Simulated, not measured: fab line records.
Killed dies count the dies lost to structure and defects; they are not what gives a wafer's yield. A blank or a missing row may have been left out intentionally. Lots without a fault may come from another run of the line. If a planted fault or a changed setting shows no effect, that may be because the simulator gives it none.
Which of the tools did it?	flow sky130	42 wafers from 14 lots sampled at 3 of the route's 708 steps

== WHAT EACH GAUGE READ, for each wafer ==
SKY_LI_CONTACT_RS_MEAS_22: measures by four-point-probe.
lot	measured	on	LI_CONTACT_W_RS (ohm/sq)
L705	day 29 23:37	film-metro-01	0.286 0.279 0.279
L707	day 30 14:29	film-metro-02	0.281 0.294 0.293
L706	day 30 16:56	film-metro-04	0.283 0.287 0.292
L708	day 31 01:07	film-metro-04	0.294 0.294 0.289
L709	day 31 08:49	film-metro-01	0.285 0.286 0.288
L711	day 31 13:34	film-metro-04	0.287 0.284 0.292
L710	day 31 14:31	film-metro-01	0.291 0.287 0.290
L713	day 32 15:07	film-metro-01	0.278 0.273 0.275
L714	day 33 01:32	film-metro-01	0.264 0.270 0.266
L718	day 34 09:04	film-metro-01	0.290 0.288 0.286
L725	day 35 23:46	film-metro-02	0.287 0.286 0.288
L724	day 36 01:14	film-metro-04	0.288 0.288 0.289
L726	day 36 10:39	film-metro-04	0.294 0.294 0.292
L727	day 36 17:51	film-metro-02	0.290 0.286 0.288

SKY_LI_CONTACT_THK_MEAS_23: measures by xrf.
lot	measured	on	LI_CONTACT_W_THK (nm)
L705	day 29 23:44	film-metro-01	403 415 411
L707	day 30 14:35	film-metro-02	419 402 399
L706	day 30 17:04	film-metro-04	418 411 405
L708	day 31 01:13	film-metro-04	400 396 407
L709	day 31 08:56	film-metro-01	406 407 405
L711	day 31 13:40	film-metro-04	406 412 402
L710	day 31 14:38	film-metro-01	397 405 401
L713	day 32 15:13	film-metro-01	414 427 420
L714	day 33 01:39	film-metro-01	439 431 433
L718	day 34 09:11	film-metro-01	398 403 404
L725	day 35 23:53	film-metro-02	411 412 404
L724	day 36 01:22	film-metro-04	408 407 407
L726	day 36 10:46	film-metro-04	399 400 403
L727	day 36 17:56	film-metro-02	407 411 411

== WHAT TOOL EACH LOT RAN ON (gives the tool, then ch and the chambers of the sampled wafers, and finally the start) ==
lot	SKY_LI_CONTACT_CVD_21
L705	cvd-w-02 ch 0,1, day 29 23:29
L707	cvd-w-01 ch 0,1, day 30 14:21
L706	cvd-w-01 ch 0,1, day 30 16:49
L708	cvd-w-01 ch 0, day 31 00:58
L709	cvd-w-02 ch 0,1, day 31 08:41
L711	cvd-w-02 ch 0,1, day 31 13:26
L710	cvd-w-01 ch 0, day 31 14:23
L713	cvd-w-02 ch 0,1, day 32 14:58
L714	cvd-w-02 ch 0, day 33 01:25
L718	cvd-w-01 ch 0, day 34 08:49
L725	cvd-w-01 ch 1, day 35 23:39
L724	cvd-w-01 ch 0,1, day 36 01:07
L726	cvd-w-02 ch 1, day 36 10:31
L727	cvd-w-01 ch 0,1, day 36 17:42
- SKY_LI_CONTACT_CVD_21: deposits W, target thk 400 nm, time 120.56 s.

== WHAT THE TOOLS THEMSELVES READ (means of the sampled wafers that have a number; where no wafer has one, the mark that the record gives instead) ==
SKY_LI_CONTACT_CVD_21.
lot	tool	chamber-pressure-Torr (Torr)	heater-power-w (W)	susceptor-temp-C (C)
L705	cvd-w-02	40.08	821	400.10
L707	cvd-w-01	39.94	978	399.95
L706	cvd-w-01	40.09	948	400.16
L708	cvd-w-01	39.94	961	400.10
L709	cvd-w-02	40.08	834	400.03
L711	cvd-w-02	39.97	798	399.69
L710	cvd-w-01	39.99	952	400.10
L713	cvd-w-02	44.10	793	400.05
L714	cvd-w-02	43.98	868	400.14
L718	cvd-w-01	39.97	975	400.10
L725	cvd-w-01	40.08	988	400.30
L724	cvd-w-01	40.01	970	399.96
L726	cvd-w-02	40.01	757	399.75
L727	cvd-w-01	39.95	961	399.98

== THE ANSWER, worked out from the rows above alone ==
Rule: the usual values come from the lots themselves. The widest of any qualifying gaps counts: lots, ordered by their means at a reading, are off when they make up no more than a third of the lots, leave a main group of 4 or more, and stand apart from it by 3 or more times the standard deviation of that group's means. The tables above print the reading to a certain number of digits; a main group whose means all agree to those digits is not used. A lot without any number at a reading at which 4 lots or more have one is off too. Any other lot the step has rows for is counted as sound. Order of review: gauges by route order, followed by the tools' own readings, for which a lot's mean as printed above is used. At the first step where some lot is off, the reading lying furthest off is the one used; lots without a number count as furthest.
Off: L713, L714, at SKY_LI_CONTACT_CVD_21 (chamber-pressure-Torr). For the main group the mean is 40.01 Torr and the standard deviation 0.056.
A tool fits if, at that step or a process step before it, it ran every lot that is off, and no sound lot after the first of them. None of those tried fits.

== WHAT WAS PUT IN BY THE SIMULATOR ==
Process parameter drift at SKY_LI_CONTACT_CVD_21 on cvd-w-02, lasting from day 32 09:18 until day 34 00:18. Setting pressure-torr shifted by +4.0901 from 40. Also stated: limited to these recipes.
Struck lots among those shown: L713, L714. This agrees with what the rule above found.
